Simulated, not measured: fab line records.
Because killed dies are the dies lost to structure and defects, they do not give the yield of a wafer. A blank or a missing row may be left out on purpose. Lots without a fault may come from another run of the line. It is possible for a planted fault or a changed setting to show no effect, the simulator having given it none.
fab line records -- flow sky130
record: lots: 6, wafers: 18, last_day: 50
route steps=708 shown RES_XHIGH@332 SD_N@342 PAD_OPEN@708
lots that met no fault: taken from a fault-free run of the same line
start_h: hours from the record's first day to the start of the lot's first wafer shown -- wait_h: time in hours since the lot's previous step -- " as in the row above -- L1.1+2: a single row standing in for several wafers -- - no value, or no start given -- * or withheld: withheld -- < > ~ a bound
route shown NAME@n: names a module that has steps shown in the file, with the first one's number in the route -- usual: the fault-free wafers' mean and standard deviation -- same: alike in all rows -- chamber/n: place in a boat -- sites: readings site by site -- _std_site: the values' standard deviation -- _edge_site: outer sites' mean less inner sites' -- radius_mm: how far each site lies from the wafer's centre -- mask NAME#n: copy n -- behind: the most recent tool/chamber to have shaped the wafer -- hold: what put the lot on hold/how long, in hours/how the hold closed -- device: transistor that didn't switch, given as n, p or np -- end of line: tests run on the same wafers once the route is complete -- for a step that has no rows: nothing shown but its recipe -- killed: dies that structure and defects cost at the first sort, which is not the same as the wafer's yield -- map: the dies of a wafer, with x for killed, . for not killed, _ for no die there
set.NAME: the run value of the setting; set.NAME@STEP: its run value at that earlier step -- model.NAME: the simulator's own value behind a step, which no gauge read
a table for each step, a row for each wafer; lots at some steps of the route
services: the hour from which a tool's chamber was out of use, counted from the record's first day as start_h (under 0 if before that day), plus the number of hours and why
== steps ==
step: SKY_RES_XHIGH_DEHYDRATE_00
recipe: temp_c: 200, time_s: 60
step: SKY_RES_XHIGH_HMDS_01
recipe: prime_time_s: 60, prime_temp_c: 120
step: SKY_RES_XHIGH_COAT_02
recipe: resist: NOVOLAK, spin_rpm: 3000, resist_thk_nm: 1140
step: SKY_RES_XHIGH_SOFTBAKE_03
recipe: temp_c: 90, time_s: 60, resist: NOVOLAK
step: SKY_RES_XHIGH_EXPOSE_04
recipe: mask_id: URPM, na: 0.6, source_shape: conventional, sigma_outer: 0.6, polarization: unpolarized, target_cd_nm: 1270, dose_mj: 140
step: SKY_RES_XHIGH_PEB_05
recipe: temp_c: withheld, time_s: *, resist: NOVOLAK
step: SKY_RES_XHIGH_DEVELOP_06
recipe: resist: NOVOLAK, developer: TMAH, develop_time_s: 60, dev_temp_c: 23
step: SKY_RES_XHIGH_IMPLANT_07
recipe: species: BF2, energy_kev: 20, dose_cm2: 3.64e+14, tilt_deg: 0
step: SKY_RES_XHIGH_STRIP_08
recipe: chemistry: O2/N2, power_w: 1400, pressure_mtorr: 1500, platen_temp_c: withheld, o2_flow_sccm: 3000, n2_flow_sccm: 300, overash_fraction: 0.5
usual: drypump_motor_current_A: 5.8/0.44, oes_product_au: 0.710/0.0043, strip_time_to_endpoint_s: 14.28/0.05
lot.wafer,tool,chamber,start_h,wait_h,drypump_motor_current_A,oes_product_au,rf_hours_counter_h,strip_time_to_endpoint_s
L989.1,plasma_asher-01,1,637.14,0.1,5.9,0.705,21,14.20
L989.2,plasma_asher-01,0,637.14,0.1,5.6,0.714,21,14.23
L989.6,plasma_asher-01,1,637.14,0.1,5.9,0.709,-,14.23
L999.3,plasma_asher-01,1,707.97,0.1,5.9,0.703,-,14.25
L999.4,plasma_asher-01,0,707.97,0.1,5.6,0.711,-,14.29
L999.5,plasma_asher-01,1,707.97,0.1,5.8,0.710,-,14.26
L100.1,plasma_asher-04,0,718.88,0.1,6.3,0.714,57,14.24
L100.4,plasma_asher-04,1,718.88,0.1,4.8,0.711,-,14.24
L100.5,plasma_asher-04,0,718.88,0.1,6.3,0.714,-,14.26
L103.2,plasma_asher-01,0,739.38,0.1,5.6,0.708,31,14.22
L103.4,plasma_asher-01,1,739.38,0.1,5.9,0.712,-,14.19
L103.5,plasma_asher-01,0,739.38,0.1,5.6,0.706,-,14.24
L108.2,plasma_asher-03,1,790.64,0.1,5.8,0.716,98,14.35
L108.3,plasma_asher-03,0,790.64,0.1,6.2,0.705,-,14.33
L108.5,plasma_asher-03,0,790.64,0.1,6.2,0.710,-,14.32
L111.1,plasma_asher-03,0,807.19,0.1,6.2,0.716,100,14.22
L111.4,plasma_asher-03,0,807.19,0.1,6.2,0.705,-,14.21
L111.6,plasma_asher-03,1,807.19,0.1,5.8,0.712,-,14.24
step: SKY_RES_XHIGH_TW_MEAS_09
usual: RES_XHIGH_TW: 1649/13
lot.wafer,tool,chamber,start_h,wait_h,RES_XHIGH_TW
L989.1,film_metro-01,-,637.24,0.1,1652
L989.2,film_metro-01,-,637.24,0.1,1662
L989.6,film_metro-01,-,637.24,0.1,1672
L999.3,film_metro-01,-,708.05,0.1,1666
L999.4,film_metro-01,-,708.05,0.1,1662
L999.5,film_metro-01,-,708.05,0.1,1669
L100.1,film_metro-03,-,718.98,0.1,1646
L100.4,film_metro-03,-,718.98,0.1,1632
L100.5,film_metro-03,-,718.98,0.1,1641
L103.2,film_metro-03,-,739.49,0.1,1638
L103.4,film_metro-03,-,739.49,0.1,1644
L103.5,film_metro-03,-,739.49,0.1,1632
L108.2,film_metro-02,-,790.75,0.1,1642
L108.3,film_metro-02,-,790.75,0.1,1637
L108.5,film_metro-02,-,790.75,0.1,1637
L111.1,film_metro-03,-,807.29,0.1,1642
L111.4,film_metro-03,-,807.29,0.1,1637
L111.6,film_metro-03,-,807.29,0.1,1635
step: SKY_SD_N_DEHYDRATE_00
recipe: temp_c: 200, time_s: 60
step: SKY_SD_N_HMDS_01
recipe: prime_time_s: 60, prime_temp_c: 120
step: SKY_SD_N_COAT_02
recipe: resist: NOVOLAK, spin_rpm: 3000, resist_thk_nm: 1140
usual: chill_plate_temp_C: 22.98/0.091, dispense_pressure_kPa: 49/4.1
lot.wafer,tool,chamber,start_h,wait_h,chill_plate_temp_C,dispense_pressure_kPa
L989.1,litho_track-02,0,651.83,0.1,23.09,50
L989.2,litho_track-02,0,651.83,0.1,22.96,50
L989.6,litho_track-02,0,651.83,0.1,22.95,50
L999.3,litho_track-04,-,721.39,0.1,-,-
L999.4,litho_track-04,-,721.39,0.1,-,-
L999.5,litho_track-04,-,721.39,0.1,-,-
L100.1,litho_track-02,-,731.53,0.1,-,-
L100.4,litho_track-02,-,731.53,0.1,-,-
L100.5,litho_track-02,-,731.53,0.1,-,-
L103.2,litho_track-02,0,752.90,0.1,22.97,50
L103.4,litho_track-02,0,752.90,0.1,22.95,50
L103.5,litho_track-02,0,752.90,0.1,22.99,50
L108.2,litho_track-03,0,803.47,0.1,22.86,56
L108.3,litho_track-03,0,803.47,0.1,22.90,56
L108.5,litho_track-03,0,803.47,0.1,23.03,56
L111.1,litho_track-02,0,819.68,0.1,22.94,50
L111.4,litho_track-02,0,819.68,0.1,22.95,50
L111.6,litho_track-02,0,819.68,0.1,22.86,50
step: SKY_SD_N_SOFTBAKE_03
recipe: temp_c: 90, time_s: 60, resist: NOVOLAK
step: SKY_SD_N_EXPOSE_04
recipe: mask_id: NSDM, na: 0.6, source_shape: conventional, sigma_outer: 0.6, polarization: unpolarized, target_cd_nm: 380, dose_mj: 141
step: SKY_SD_N_PEB_05
recipe: temp_c: withheld, time_s: *, resist: NOVOLAK
step: SKY_SD_N_DEVELOP_06
recipe: resist: NOVOLAK, developer: TMAH, develop_time_s: 60, dev_temp_c: 23
step: SKY_SD_N_CD_MEAS_07
recipe: target_cd_nm: 380
usual: cd_nm: 379.5/2.4
lot.wafer,tool,chamber,start_h,wait_h,cd_nm
L989.1,cd_sem-01,-,666.14,0.1,380.6
L989.2,cd_sem-01,-,666.14,0.1,381.9
L989.6,cd_sem-01,-,666.14,0.1,383.2
L999.3,cd_sem-01,-,735.37,0.1,-
L999.4,cd_sem-01,-,735.37,0.1,-
L999.5,cd_sem-01,-,735.37,0.1,-
L100.1,cd_sem-01,-,744.98,0.1,-
L100.4,cd_sem-01,-,744.98,0.1,-
L100.5,cd_sem-01,-,744.98,0.1,-
L103.2,cd_sem-02,-,766.31,0.1,379.9
L103.4,cd_sem-02,-,766.31,0.1,374.0
L103.5,cd_sem-02,-,766.31,0.1,376.9
L108.2,cd_sem-01,-,817.10,0.1,380.4
L108.3,cd_sem-01,-,817.10,0.1,378.2
L108.5,cd_sem-01,-,817.10,0.1,379.8
L111.1,cd_sem-02,-,833.20,0.1,380.1
L111.4,cd_sem-02,-,833.20,0.1,379.7
L111.6,cd_sem-02,-,833.20,0.1,380.1
step: SKY_SD_N_OVL_MEAS_08
usual: SD_N_OVL: -1.1/1.4
lot.wafer,tool,chamber,start_h,wait_h,SD_N_OVL[nm]
L989.1,overlay-01,-,666.26,0.1,-0.6
L989.2,overlay-01,-,666.26,0.1,-0.2
L989.6,overlay-01,-,666.26,0.1,-1.0
L999.3,overlay-02,-,735.46,0.1,-
L999.4,overlay-02,-,735.46,0.1,-
L999.5,overlay-02,-,735.46,0.1,-
L100.1,overlay-02,-,745.10,0.1,-
L100.4,overlay-02,-,745.10,0.1,-
L100.5,overlay-02,-,745.10,0.1,-
L103.2,overlay-02,-,766.42,0.1,-2.9
L103.4,overlay-02,-,766.42,0.1,-0.6
L103.5,overlay-02,-,766.42,0.1,0.3
L108.2,overlay-02,-,817.20,0.1,2.5
L108.3,overlay-02,-,817.20,0.1,2.2
L108.5,overlay-02,-,817.20,0.1,1.4
L111.1,overlay-01,-,833.32,0.1,-0.8
L111.4,overlay-01,-,833.32,0.1,0.1
L111.6,overlay-01,-,833.32,0.1,-0.4
step: SKY_PAD_OPEN_PROBE_99
usual: killed_at_M0_to_M3: 43/7.4, killed_at_M4_up: 3.1/1.8, killed_at_contacts: 26/5.6, killed_at_front_end: 15/4.9, killed_at_other: 0.2/0.44, killed_dies: 87/10, killed_on_rim: 17/3.7, killed_open: 48/7.6, killed_short: 39/6.2
same: gross_dies: 492, killed_at_back_side: 0
lot.wafer,tool,chamber,start_h,wait_h,hold,killed_at_M0_to_M3,killed_at_M4_up,killed_at_contacts,killed_at_front_end,killed_at_other,killed_dies,killed_on_rim,killed_open,killed_short
L989.1,prober-01,-,1087.01,0.1,-,42,6,26,19,1,94,21,54,40
L989.2,prober-01,-,1087.06,0.1,-,54,1,28,15,0,98,22,55,43
L989.6,prober-01,-,1087.26,0.2,-,43,3,29,15,1,91,20,49,42
L999.3,prober-02,-,1141.57,0.2,await_dispo/2.1h/scrap,58,3,32,398,1,492,96,57,49
L999.4,prober-02,-,1141.62,0.2,await_dispo/2.1h/scrap,46,5,33,408,0,492,96,49,53
L999.5,prober-02,-,1141.67,0.2,await_dispo/2.1h/scrap,48,5,32,407,0,492,96,44,53
L100.1,prober-01,-,1144.95,0.1,await_dispo/3.1h/scrap,48,5,14,425,0,492,96,49,28
L100.4,prober-01,-,1145.10,0.2,await_dispo/3.1h/scrap,47,3,18,424,0,492,96,36,42
L100.5,prober-01,-,1145.15,0.2,await_dispo/3.1h/scrap,41,3,24,423,1,492,96,47,29
L103.2,prober-02,-,1161.02,0.1,-,33,2,34,12,0,81,13,44,37
L103.4,prober-02,-,1161.12,0.2,-,45,3,23,14,0,85,21,50,35
L103.5,prober-02,-,1161.17,0.2,-,45,1,26,25,1,98,17,55,41
L108.2,prober-02,-,1192.74,0.1,-,37,2,23,16,0,78,16,41,37
L108.3,prober-02,-,1192.79,0.2,-,42,3,35,17,0,97,11,52,45
L108.5,prober-02,-,1192.89,0.2,-,32,5,29,14,0,80,18,43,36
L111.1,prober-01,-,1201.60,0.1,-,39,2,31,12,0,84,11,47,37
L111.4,prober-01,-,1201.75,0.2,-,42,2,26,11,0,81,14,45,36
L111.6,prober-01,-,1201.85,0.2,-,58,1,26,17,0,102,22,57,44
killed by level:class
L989.1 VIA1:geometric_particle:open=11 CONTACT:geometric_particle:open=10 VIA2:geometric_particle:open=7 LI_CONTACT:geometric_particle:open=6 VIA3:geometric_particle:open=6 FIELD_ISO:geometric_particle:open=5 LOCAL_INTERCONNECT:geometric_particle:short=5 METAL2:geometric_particle:short=5
L989.2 VIA1:geometric_particle:open=11 LI_CONTACT:geometric_particle:open=9 CONTACT:geometric_particle:open=9 VIA3:geometric_particle:open=8 METAL2:geometric_particle:short=7 VIA2:geometric_particle:open=6 POLY_GATE:geometric_particle:short=4 VIA2:geometric_particle:short=4
L989.6 VIA1:geometric_particle:open=11 LI_CONTACT:geometric_particle:open=9 CONTACT:geometric_particle:open=9 POLY_GATE:geometric_particle:short=6 CONTACT:geometric_particle:short=6 METAL1:geometric_particle:short=5 POLY_GATE:geometric_particle:open=4 VIA2:geometric_particle:short=4
L999.3 SD_N:area_expose=384 VIA1:geometric_particle:open=12 LI_CONTACT:geometric_particle:open=10 VIA3:geometric_particle:open=9 VIA1:geometric_particle:short=8 VIA2:geometric_particle:open=8 METAL1:geometric_particle:short=7 CONTACT:geometric_particle:open=6
L999.4 SD_N:area_expose=390 CONTACT:geometric_particle:open=11 VIA1:geometric_particle:open=11 LOCAL_INTERCONNECT:geometric_particle:short=7 VIA2:geometric_particle:open=7 POLY_GATE:geometric_particle:short=6 METAL2:geometric_particle:short=6 METAL1:geometric_particle:short=5
L999.5 SD_N:area_expose=394 LOCAL_INTERCONNECT:geometric_particle:short=11 VIA1:geometric_particle:open=10 VIA3:geometric_particle:short=7 VIA3:geometric_particle:open=6 LI_CONTACT:geometric_particle:open=6 METAL1:geometric_particle:short=5 CONTACT:geometric_particle:short=5
L100.1 SD_N:area_expose=415 VIA2:geometric_particle:open=11 VIA1:geometric_particle:open=10 CONTACT:geometric_particle:open=7 METAL1:geometric_particle:short=5 METAL2:geometric_particle:short=5 VIA3:geometric_particle:open=5 METAL4:geometric_particle:short=4
L100.4 SD_N:area_expose=414 VIA2:geometric_particle:open=9 VIA1:geometric_particle:open=8 LI_CONTACT:geometric_particle:open=5 LOCAL_INTERCONNECT:geometric_particle:short=5 METAL1:geometric_particle:short=5 VIA1:geometric_particle:short=5 METAL2:geometric_particle:short=5
L100.5 SD_N:area_expose=416 VIA1:geometric_particle:open=13 CONTACT:geometric_particle:open=9 LI_CONTACT:geometric_particle:open=6 VIA1:geometric_particle:short=6 VIA2:geometric_particle:open=6 VIA3:geometric_particle:open=6 FIELD_ISO:geometric_particle:open=3
L103.2 VIA1:geometric_particle:open=9 LOCAL_INTERCONNECT:geometric_particle:short=8 LI_CONTACT:geometric_particle:open=7 VIA3:geometric_particle:open=7 CONTACT:geometric_particle:open=7 POLY_GATE:geometric_particle:short=5 LI_CONTACT:geometric_particle:short=5 VIA1:geometric_particle:short=5
L103.4 VIA1:geometric_particle:open=14 CONTACT:geometric_particle:open=11 VIA2:geometric_particle:open=9 FIELD_ISO:geometric_particle:short=5 LI_CONTACT:geometric_particle:open=4 VIA1:geometric_particle:short=4 CONTACT:geometric_particle:short=4 METAL3:geometric_particle:short=4
L103.5 VIA1:geometric_particle:open=17 POLY_GATE:geometric_particle:short=8 CONTACT:geometric_particle:short=8 VIA3:geometric_particle:open=8 CONTACT:geometric_particle:open=6 POLY_GATE:geometric_particle:open=6 LI_CONTACT:geometric_particle:open=6 FIELD_ISO:geometric_particle:open=4
L108.2 VIA1:geometric_particle:open=8 LI_CONTACT:geometric_particle:open=7 LOCAL_INTERCONNECT:geometric_particle:short=7 VIA3:geometric_particle:open=6 VIA1:geometric_particle:short=5 FIELD_ISO:geometric_particle:open=4 POLY_GATE:geometric_particle:open=4 VIA2:geometric_particle:open=4
L108.3 CONTACT:geometric_particle:short=12 LI_CONTACT:geometric_particle:open=9 CONTACT:geometric_particle:open=8 VIA1:geometric_particle:open=8 VIA2:geometric_particle:open=7 FIELD_ISO:geometric_particle:open=6 METAL1:geometric_particle:short=6 VIA3:geometric_particle:open=5
L108.5 CONTACT:geometric_particle:open=10 LI_CONTACT:geometric_particle:open=8 VIA3:geometric_particle:open=7 METAL1:geometric_particle:short=6 METAL2:geometric_particle:short=6 POLY_GATE:geometric_particle:short=5 CONTACT:geometric_particle:short=5 POLY_GATE:geometric_particle:open=4
L111.1 CONTACT:geometric_particle:open=9 VIA1:geometric_particle:open=8 METAL2:geometric_particle:short=6 LOCAL_INTERCONNECT:geometric_particle:short=6 VIA3:geometric_particle:open=6 FIELD_ISO:geometric_particle:open=5 CONTACT:geometric_particle:short=5 FIELD_ISO:geometric_particle:short=4
L111.4 VIA1:geometric_particle:open=12 LI_CONTACT:geometric_particle:open=9 CONTACT:geometric_particle:open=7 VIA3:geometric_particle:open=7 CONTACT:geometric_particle:short=6 METAL1:geometric_particle:short=6 POLY_GATE:geometric_particle:open=4 VIA1:geometric_particle:short=4
L111.6 VIA1:geometric_particle:open=19 CONTACT:geometric_particle:open=9 METAL2:geometric_particle:short=8 FIELD_ISO:geometric_particle:open=6 LI_CONTACT:geometric_particle:open=6 VIA2:geometric_particle:open=6 LOCAL_INTERCONNECT:geometric_particle:short=5 METAL1:geometric_particle:short=5
map L999.3 (x killed, . not)
__________xxxxxxxxxx_________
________xxxxxxxxxxxxxx_______
______xxxxxxxxxxxxxxxxxx_____
_____xxxxxxxxxxxxxxxxxxxx____
____xxxxxxxxxxxxxxxxxxxxxx___
___xxxxxxxxxxxxxxxxxxxxxxxx__
__xxxxxxxxxxxxxxxxxxxxxxxxxx_
_xxxxxxxxxxxxxxxxxxxxxxxxxxxx
_xxxxxxxxxxxxxxxxxxxxxxxxxxxx
_xxxxxxxxxxxxxxxxxxxxxxxxxxxx
_xxxxxxxxxxxxxxxxxxxxxxxxxxxx
_xxxxxxxxxxxxxxxxxxxxxxxxxxxx
_xxxxxxxxxxxxxxxxxxxxxxxxxxxx
_xxxxxxxxxxxxxxxxxxxxxxxxxxxx
_xxxxxxxxxxxxxxxxxxxxxxxxxxxx
__xxxxxxxxxxxxxxxxxxxxxxxxxx_
___xxxxxxxxxxxxxxxxxxxxxxxx__
____xxxxxxxxxxxxxxxxxxxxxx___
_____xxxxxxxxxxxxxxxxxxxx____
______xxxxxxxxxxxxxxxxxx_____
________xxxxxxxxxxxxxx_______
__________xxxxxxxxxx_________
map L100.1 (x killed, . not)
__________xxxxxxxxxx_________
________xxxxxxxxxxxxxx_______
______xxxxxxxxxxxxxxxxxx_____
_____xxxxxxxxxxxxxxxxxxxx____
____xxxxxxxxxxxxxxxxxxxxxx___
___xxxxxxxxxxxxxxxxxxxxxxxx__
__xxxxxxxxxxxxxxxxxxxxxxxxxx_
_xxxxxxxxxxxxxxxxxxxxxxxxxxxx
_xxxxxxxxxxxxxxxxxxxxxxxxxxxx
_xxxxxxxxxxxxxxxxxxxxxxxxxxxx
_xxxxxxxxxxxxxxxxxxxxxxxxxxxx
_xxxxxxxxxxxxxxxxxxxxxxxxxxxx
_xxxxxxxxxxxxxxxxxxxxxxxxxxxx
_xxxxxxxxxxxxxxxxxxxxxxxxxxxx
_xxxxxxxxxxxxxxxxxxxxxxxxxxxx
__xxxxxxxxxxxxxxxxxxxxxxxxxx_
___xxxxxxxxxxxxxxxxxxxxxxxx__
____xxxxxxxxxxxxxxxxxxxxxx___
_____xxxxxxxxxxxxxxxxxxxx____
______xxxxxxxxxxxxxxxxxx_____
________xxxxxxxxxxxxxx_______
__________xxxxxxxxxx_________
== services ==
tool,chamber,start_h,hours,kind
plasma_asher-04,-,620.58,3.2,repair
plasma_asher-01,-,673.62,3.8,repair
litho_track-04,-,675.26,-,consumable_replace:filter
plasma_asher-03,-,739.03,3.2,repair
plasma_asher-04,-,790.65,12.4,repair
plasma_asher-04,-,813.94,10.0,pm
== key ==
first_sign: step: SKY_SD_N_COAT_02, reading: tool_record, direction: missing
effect: step: SKY_SD_N_CD_MEAS_07, reading: cd_nm, direction: missing
effect: step: SKY_SD_N_OVL_MEAS_08, reading: SD_N_OVL, direction: missing
effect: step: SKY_PAD_OPEN_PROBE_99, reading: killed_at_front_end, direction: up, sigmas: 82, usual: 15, struck: 414
more_kills_born_at: SKY_SD_N_EXPOSE_04@iline_stepper-01: 1245, SKY_SD_N_EXPOSE_04@iline_stepper-02: 1168
met_at SKY_SD_N_COAT_02
struck_wafers L999.3,L999.4,L999.5,L100.1,L100.4,L100.5
tester_left_out L999,L100
onset_between 651.83 721.39
fault: kind: skipped_step_whole, tool: litho_track-02,litho_track-04, chamber: -, onset_h: 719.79, steps: SKY_SD_N_COAT_02, scope: struck_lots_only
tester_left_out: of these lots the tester's yield and bins aren't shown, on N5 and GAA mostly nor the transistor test; their killed dies are dies lost to structure and defects alone, not to doping, threshold or leakage, so they don't give the yield
